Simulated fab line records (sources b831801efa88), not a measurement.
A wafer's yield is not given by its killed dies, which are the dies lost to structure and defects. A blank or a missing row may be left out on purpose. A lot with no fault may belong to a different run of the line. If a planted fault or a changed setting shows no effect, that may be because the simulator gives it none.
fab line records	flow sfq_line
[record] lots = 14	wafers = 42	last_day = 80
route steps=325 shown I4@173 I6@278 M7@282 I7@306
lots that met no fault: taken from a fault-free run of the same line
start_h: hours from the record's first day to the start of the lot's first wafer shown	wait_h: how many hours have passed since the lot's step before this one	" the same as in the row above	L1.1+2: several wafers, shown together as one row	- no value present, or no start provided	* or withheld: withheld	< > ~ a bound
route shown NAME@n: names a module that has steps shown in the file, with the first one's number in the route	usual: mean/standard deviation taken from wafers without a fault	same: alike in all rows	chamber/n: place in a boat	sites: readings site by site	_std_site: the standard deviation of these	_edge_site: inner sites' mean taken away from outer sites' mean	radius_mm: for every site, how far away it sits from the centre of the wafer	mask NAME#n: copy n	behind: the tool/chamber that last shaped the wafer	hold: cause of the lot's hold/its duration in hours/its outcome	device: the n, p or np transistor that did not switch	end of line: tests run on the same wafers once the route is complete	for a step that has no rows: nothing shown but its recipe	killed: dies that structure and defects cost at the first sort, which is not the same as the wafer's yield	map: shows each die of a wafer: x if killed, . if not, _ if none is there
set.NAME: setting as actually run; set.NAME@STEP: the setting as run at that earlier step	model.NAME: the simulator's own value behind a step, which no gauge read
one table for each step of the route and one row for each wafer, over a sample of lots
services: the hour from which a tool's chamber was out of use, counted from the record's first day as start_h (under 0 if before that day), plus the number of hours and why
[[steps]]
[step SFQ_I4_OVL_MEAS_928]
[usual] I4_OVL = -1/5.4
lot.wafer	tool	chamber	start_h	wait_h	I4_OVL[nm]
L628.1	overlay-02	-	933.96	0.1	4
L628.4	"	-	"	"	3
L628.6	"	-	"	"	6
L629.1	overlay-01	-	948.49	0.1	1
L629.2	"	-	"	"	0
L629.4	"	-	"	"	-6
L630.1	overlay-02	-	1054.93	0.1	4
L630.3	"	-	"	"	0
L630.4	"	-	"	"	4
L631.3	overlay-02	-	1056.15	0.1	-5
L631.4	"	-	"	"	5
L631.5	"	-	"	"	2
L634.3	overlay-01	-	1080.16	0.1	-7
L634.4	"	-	"	"	3
L634.6	"	-	"	"	-2
L635.1	overlay-01	-	1117.99	0.1	-4
L635.3	"	-	"	"	-5
L635.5	"	-	"	"	-4
L636.2	overlay-01	-	1217.18	0.1	1
L636.3	"	-	"	"	8
L636.6	"	-	"	"	3
L637.1	overlay-02	-	1244.85	0.1	-2
L637.3	"	-	"	"	2
L637.6	"	-	"	"	0
L641.2	overlay-02	-	1346.11	0.1	-3
L641.3	"	-	"	"	-1
L641.4	"	-	"	"	-3
L643.1	overlay-01	-	1355.70	0.1	-14
L643.4	"	-	"	"	-11
L643.6	"	-	"	"	-9
L645.2	overlay-02	-	1364.23	0.1	-14
L645.4	"	-	"	"	-9
L645.6	"	-	"	"	-14
L646.2	overlay-02	-	1370.80	0.1	-4
L646.3	"	-	"	"	-7
L646.4	"	-	"	"	-5
L649.2	overlay-01	-	1540.46	0.1	11
L649.3	"	-	"	"	3
L649.6	"	-	"	"	5
L650.1	overlay-01	-	1551.26	0.1	-2
L650.3	"	-	"	"	7
L650.5	"	-	"	"	6
[step SFQ_TRILAYER_I6_VIA_ETCH_VIA_ETCH_172]
[recipe] target = SiO2	stop_on = Nb	mask_material = PR	taper_deg = 20	chemistry = CHF3	target_depth_nm = 260	source_w = 500	bias_w = 80	pressure_mtorr = 30	time_s = withheld
[usual] drypump_motor_current_A = 5.7/0.44	oes_product_au = 0.853/0.006
lot.wafer	tool	chamber	start_h	wait_h	drypump_motor_current_A	oes_product_au
L628.1	rie_diel-02	1	1469.86	0.0	5.7	0.849
L628.4	"	0	"	"	4.8	0.851
L628.6	"	3	"	"	6.1	0.859
L629.1	rie_diel-04	1	1472.26	0.0	6.2	0.854
L629.2	"	3	"	"	5.6	0.865
L629.4	"	2	"	"	6.2	0.841
L630.1	rie_diel-03	3	1473.46	0.0	6.2	0.850
L630.3	"	0	"	"	5.2	0.856
L630.4	"	2	"	"	6.1	0.849
L631.3	rie_diel-02	2	1474.66	0.0	5.2	0.858
L631.4	"	1	"	"	5.7	0.853
L631.5	"	2	"	"	5.2	0.858
L634.3	rie_diel-02	1	1478.26	0.0	5.7	0.866
L634.4	"	0	"	"	4.8	0.852
L634.6	"	0	"	"	4.8	0.851
L635.1	rie_diel-03	0	1479.46	0.0	5.2	0.843
L635.3	"	2	"	"	6.0	0.855
L635.5	"	1	"	"	5.6	0.849
L636.2	rie_diel-03	0	1541.08	0.0	5.2	0.856
L636.3	"	1	"	"	5.6	0.866
L636.6	"	0	"	"	5.2	0.845
L637.1	rie_diel-04	2	1659.38	0.0	6.2	0.847
L637.3	"	1	"	"	6.2	0.858
L637.6	"	3	"	"	5.6	0.850
L641.2	rie_diel-02	1	1706.29	0.0	5.7	0.852
L641.3	"	3	"	"	6.1	0.845
L641.4	"	0	"	"	4.8	0.855
L643.1	rie_diel-04	1	1756.23	0.0	6.2	0.873
L643.4	"	2	"	"	6.2	0.855
L643.6	"	0	"	"	5.5	0.855
L645.2	rie_diel-04	1	1769.94	0.0	6.3	0.857
L645.4	"	2	"	"	6.2	0.853
L645.6	"	3	"	"	5.6	0.855
L646.2	rie_diel-04	2	1774.66	0.0	6.2	0.850
L646.3	"	0	"	"	5.5	0.846
L646.4	"	1	"	"	6.2	0.851
L649.2	rie_diel-02	1	1798.95	0.0	5.7	0.849
L649.3	"	2	"	"	5.2	0.845
L649.6	"	3	"	"	6.2	0.849
L650.1	rie_diel-03	3	1898.49	0.0	6.1	0.852
L650.3	"	2	"	"	6.1	0.857
L650.5	"	3	"	"	6.2	0.848
[step SFQ_TRILAYER_M7_DEP_SPUTTER_175]
[recipe] material = Nb	base_pressure_pa = 1.33e-06	chamber_pressure_pa = 0.1333	substrate_temp_c = 20	target_thk_nm = 200	power_w = 2000	time_s = 133.3
[usual] cathode_dc_power_W = 2000.0/0.35	throttle_valve_pct = 30.2/0.92
lot.wafer	tool	chamber	start_h	wait_h	cathode_dc_power_W	throttle_valve_pct
L628.1	pvd_sputter-05	-	1470.78	0.0	2000.3	30.0
L628.4	"	-	"	"	2000.4	31.2
L628.6	"	-	"	"	2000.5	30.1
L629.1	pvd_sputter-04	-	1473.18	0.0	2000.3	29.5
L629.2	"	-	"	"	2000.2	30.6
L629.4	"	-	"	"	1999.8	31.9
L630.1	pvd_sputter-03	-	1474.38	0.0	1999.3	30.5
L630.3	"	-	"	"	2000.0	31.4
L630.4	"	-	"	"	2000.7	29.1
L631.3	pvd_sputter-05	-	1475.58	0.0	1999.8	30.1
L631.4	"	-	"	"	1999.5	28.9
L631.5	"	-	"	"	1999.9	29.9
L634.3	pvd_sputter-05	-	1479.18	0.0	2000.3	30.0
L634.4	"	-	"	"	2000.6	29.1
L634.6	"	-	"	"	2000.2	29.1
L635.1	pvd_sputter-04	-	1480.38	0.0	2000.4	29.3
L635.3	"	-	"	"	2000.5	31.7
L635.5	"	-	"	"	2000.0	29.6
L636.2	pvd_sputter-05	-	1542.00	0.0	2000.2	30.2
L636.3	"	-	"	"	1999.8	29.9
L636.6	"	-	"	"	2000.1	29.9
L637.1	pvd_sputter-05	-	1660.29	0.0	2000.5	31.3
L637.3	"	-	"	"	1999.9	30.1
L637.6	"	-	"	"	2000.4	29.1
L641.2	pvd_sputter-05	-	1707.21	0.0	2000.1	28.9
L641.3	"	-	"	"	2000.2	31.1
L641.4	"	-	"	"	1999.9	30.1
L643.1	pvd_sputter-05	-	1757.15	0.0	2195.9	30.2
L643.4	"	-	"	"	1999.9	30.0
L643.6	"	-	"	"	1999.3	31.2
L645.2	pvd_sputter-05	-	1770.86	0.0	1999.8	29.8
L645.4	"	-	"	"	2000.1	28.7
L645.6	"	-	"	"	2196.2	30.2
L646.2	pvd_sputter-03	-	1775.59	0.0	2000.0	30.4
L646.3	"	-	"	"	1999.6	31.1
L646.4	"	-	"	"	1999.6	29.0
L649.2	pvd_sputter-03	-	1799.87	0.0	2000.5	30.3
L649.3	"	-	"	"	2000.0	29.2
L649.6	"	-	"	"	1999.6	30.7
L650.1	pvd_sputter-04	-	1899.41	0.0	1999.5	30.6
L650.3	"	-	"	"	2000.1	29.1
L650.5	"	-	"	"	2000.2	29.2
[step SFQ_M7_RS_MEAS_943]
[recipe] thk_meas_gauge = four-point-probe	reads = Nb_of_TRILAYER_M7_DEP_SPUTTER_175
[usual] M7_NB_RS = 0.887/0.0083
lot.wafer	tool	chamber	start_h	wait_h	hold	M7_NB_RS[ohm/sq]
L628.1	film_metro-03	-	1470.87	0.0	-	0.888
L628.4	"	-	"	"	-	0.880
L628.6	"	-	"	"	-	0.882
L629.1	film_metro-01	-	1473.27	0.0	-	0.891
L629.2	"	-	"	"	-	0.879
L629.4	"	-	"	"	-	0.882
L630.1	film_metro-03	-	1474.47	0.0	-	0.901
L630.3	"	-	"	"	-	0.897
L630.4	"	-	"	"	-	0.888
L631.3	film_metro-04	-	1475.71	0.1	-	0.870
L631.4	"	-	"	"	-	0.866
L631.5	"	-	"	"	-	0.890
L634.3	film_metro-04	-	1479.31	0.1	-	0.882
L634.4	"	-	"	"	-	0.881
L634.6	"	-	"	"	-	0.874
L635.1	film_metro-01	-	1480.47	0.0	-	0.890
L635.3	"	-	"	"	-	0.881
L635.5	"	-	"	"	-	0.896
L636.2	film_metro-01	-	1542.11	0.1	-	0.883
L636.3	"	-	"	"	-	0.899
L636.6	"	-	"	"	-	0.881
L637.1	film_metro-03	-	1660.38	0.0	-	0.879
L637.3	"	-	"	"	-	0.879
L637.6	"	-	"	"	-	0.865
L641.2	film_metro-03	-	1707.32	0.1	-	0.882
L641.3	"	-	"	"	-	0.885
L641.4	"	-	"	"	-	0.895
L643.1	film_metro-04	-	1757.24	0.0	await_dispo/0.2h/release	0.818
L643.4	"	-	"	"	await_dispo/0.2h/release	0.889
L643.6	"	-	"	"	await_dispo/0.2h/release	0.887
L643.1	film_metro-04	-	1757.53	0.3	-	0.816
L643.4	"	-	"	"	-	0.888
L643.6	"	-	"	"	-	0.888
L645.2	film_metro-03	-	1770.97	0.1	await_dispo/0.2h/release	0.907
L645.4	"	-	"	"	await_dispo/0.2h/release	0.888
L645.6	"	-	"	"	await_dispo/0.2h/release	0.814
L645.2	film_metro-03	-	1771.26	0.3	-	0.907
L645.4	"	-	"	"	-	0.890
L645.6	"	-	"	"	-	0.812
L646.2	film_metro-03	-	1775.70	0.1	-	0.893
L646.3	"	-	"	"	-	0.887
L646.4	"	-	"	"	-	0.875
L649.2	film_metro-04	-	1799.98	0.1	-	0.898
L649.3	"	-	"	"	-	0.876
L649.6	"	-	"	"	-	0.870
L650.1	film_metro-01	-	1899.50	0.0	-	0.881
L650.3	"	-	"	"	-	0.885
L650.5	"	-	"	"	-	0.881
[step SFQ_TRILAYER_M7_ETCH_METAL_ETCH_180]
[recipe] target = Nb	stop_on = SiO2	mask_material = PR	chemistry = Cl2/Ar	target_depth_nm = 240	icp_w = 600	bias_w = 80	pressure_mtorr = 10	time_s = 120
[usual] drypump_motor_current_A = 5.7/0.54	oes_product_au = 0.896/0.0067
lot.wafer	tool	chamber	start_h	wait_h	drypump_motor_current_A	oes_product_au	rf_hours_counter_h
L628.1	rie_metal-04	0	1592.15	0.0	6.2	0.898	13
L628.4	"	1	"	"	5.0	0.903	-
L628.6	"	1	"	"	5.1	0.897	-
L629.1	rie_metal-01	0	1593.35	0.0	5.9	0.899	9
L629.2	"	1	"	"	6.1	0.893	36
L629.4	"	1	"	"	6.1	0.901	-
L630.1	rie_metal-02	1	1594.55	0.0	6.0	0.891	7
L630.3	"	0	"	"	4.9	0.890	-
L630.4	"	1	"	"	6.0	0.897	-
L631.3	rie_metal-01	0	1595.79	0.1	5.8	0.900	-
L631.4	"	1	"	"	6.1	0.907	-
L631.5	"	0	"	"	5.9	0.893	-
L634.3	rie_metal-02	1	1599.39	0.1	6.0	0.900	-
L634.4	"	0	"	"	4.8	0.894	-
L634.6	"	1	"	"	6.0	0.901	-
L635.1	rie_metal-04	1	1600.55	0.0	5.0	0.890	135
L635.3	"	0	"	"	6.2	0.896	-
L635.5	"	1	"	"	5.0	0.891	-
L636.2	rie_metal-04	0	1602.55	0.0	6.3	0.896	16
L636.3	"	1	"	"	5.0	0.882	-
L636.6	"	1	"	"	5.0	0.886	-
L637.1	rie_metal-04	1	1663.06	0.1	5.1	0.903	144
L637.3	"	1	"	"	5.0	0.905	-
L637.6	"	1	"	"	5.1	0.909	-
L641.2	rie_metal-04	0	1714.72	4.9	6.2	0.907	-
L641.3	"	0	"	"	6.2	0.897	-
L641.4	"	0	"	"	6.2	0.891	-
L643.1	rie_metal-04	0	1769.70	0.1	6.2	0.943	38
L643.4	"	0	"	"	6.2	0.890	-
L643.6	"	0	"	"	6.3	0.895	-
L645.2	rie_metal-02	0	1778.28	0.0	4.8	0.880	79
L645.4	"	1	"	"	6.0	0.903	-
L645.6	"	0	"	"	4.8	0.940	-
L646.2	rie_metal-02	1	1778.28	0.0	6.0	0.898	31
L646.3	"	1	"	"	6.0	0.899	-
L646.4	"	0	"	"	4.8	0.904	-
L649.2	rie_metal-01	1	1831.27	0.0	6.1	0.890	70
L649.3	"	1	"	"	6.1	0.900	-
L649.6	"	1	"	"	6.1	0.907	-
L650.1	rie_metal-04	1	1906.07	0.1	5.0	0.903	21
L650.3	"	0	"	"	6.3	0.897	-
L650.5	"	1	"	"	5.1	0.894	-
[step SFQ_I7_OVL_MEAS_947]
[usual] I7_OVL = 1/5.1
lot.wafer	tool	chamber	start_h	wait_h	I7_OVL[nm]
L628.1	overlay-01	-	1693.78	0.1	0
L628.4	"	-	"	"	-10
L628.6	"	-	"	"	-6
L629.1	overlay-02	-	1696.31	0.1	11
L629.2	"	-	"	"	1
L629.4	"	-	"	"	-1
L630.1	overlay-02	-	1703.51	0.1	-1
L630.3	"	-	"	"	-3
L630.4	"	-	"	"	-7
L631.3	overlay-02	-	1704.72	0.1	6
L631.4	"	-	"	"	2
L631.5	"	-	"	"	7
L634.3	overlay-02	-	1710.72	0.1	-10
L634.4	"	-	"	"	3
L634.6	"	-	"	"	5
L635.1	overlay-01	-	1717.91	0.1	1
L635.3	"	-	"	"	1
L635.5	"	-	"	"	0
L636.2	overlay-02	-	1723.91	0.1	14
L636.3	"	-	"	"	12
L636.6	"	-	"	"	5
L637.1	overlay-02	-	1774.31	0.1	-3
L637.3	"	-	"	"	5
L637.6	"	-	"	"	6
L641.2	overlay-02	-	1786.44	0.1	-5
L641.3	"	-	"	"	-7
L641.4	"	-	"	"	0
L643.1	overlay-02	-	1789.45	0.1	-3
L643.4	"	-	"	"	0
L643.6	"	-	"	"	-4
L645.2	overlay-02	-	1792.44	0.1	8
L645.4	"	-	"	"	3
L645.6	"	-	"	"	0
L646.2	overlay-02	-	1794.84	0.1	-2
L646.3	"	-	"	"	0
L646.4	"	-	"	"	-2
L649.2	overlay-01	-	1864.46	0.1	-6
L649.3	"	-	"	"	-4
L649.6	"	-	"	"	-3
L650.1	overlay-02	-	1914.35	0.1	-1
L650.3	"	-	"	"	4
L650.5	"	-	"	"	2
[[services]]
tool	chamber	start_h	hours	kind
rie_diel-03	0	1455.73	1.7	repair
rie_diel-03	3	1459.27	11.4	repair
rie_diel-04	-	1479.28	0.6	repair
rie_diel-03	2	1499.09	58.7	repair
rie_diel-03	1	1505.39	9.7	repair
rie_diel-04	2	1506.43	2.4	repair
rie_diel-02	2	1564.69	6.6	repair
rie_diel-02	-	1567.97	0.8	repair
rie_diel-02	0	1574.37	22.4	repair
rie_diel-04	-	1574.72	1.0	repair
rie_metal-04	-	1629.21	1.4	pm
rie_diel-03	2	1652.07	14.9	repair
rie_diel-02	-	1661.72	2.8	pm
rie_metal-04	0	1661.82	7.4	repair
rie_diel-03	1	1695.09	6.1	repair
rie_diel-04	2	1703.57	8.0	repair
pvd_sputter-05	-	1729.76	1.6	repair
rie_diel-04	3	1738.62	27.3	repair
rie_metal-04	-	1753.40	0.9	repair
rie_metal-04	1	1757.32	8.2	repair
rie_diel-02	0	1776.13	14.3	repair
pvd_sputter-05	-	1780.02	2.4	repair
rie_diel-04	0	1833.31	2.8	repair
pvd_sputter-05	-	1894.88	9.6	repair
[[key]]
[first_sign] step = SFQ_TRILAYER_M7_DEP_SPUTTER_175	reading = cathode_dc_power_W	direction = up	sigmas = 99+	usual = 2000.0	struck = 2196.0
[effect] step = SFQ_M7_RS_MEAS_943	reading = visit	direction = added
[effect] step = SFQ_M7_RS_MEAS_943	reading = M7_NB_RS	direction = down	sigmas = 8.6	usual = 0.887	struck = 0.816
[effect] step = SFQ_TRILAYER_M7_ETCH_METAL_ETCH_180	reading = oes_product_au	direction = up	sigmas = 6.7	usual = 0.896	struck = 0.941
met_at SFQ_TRILAYER_M7_DEP_SPUTTER_175
struck_lots L643,L645
struck_wafers L643.1,L645.6
not_acting_at SFQ_I4_OVL_MEAS_928,SFQ_TRILAYER_I6_VIA_ETCH_VIA_ETCH_172,SFQ_I7_OVL_MEAS_947
onset_between 1660.29 1757.15
[fault] kind = process_parameter_drift	tool = pvd_sputter-05	chamber = -	onset_h = 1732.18	steps = SFQ_TRILAYER_M7_DEP_SPUTTER_175	channel = power_w	offset = 196.02	shape = step	end_h = 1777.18	acts_in = these_recipes_only	stated = 2000	scope = struck_wafers_only
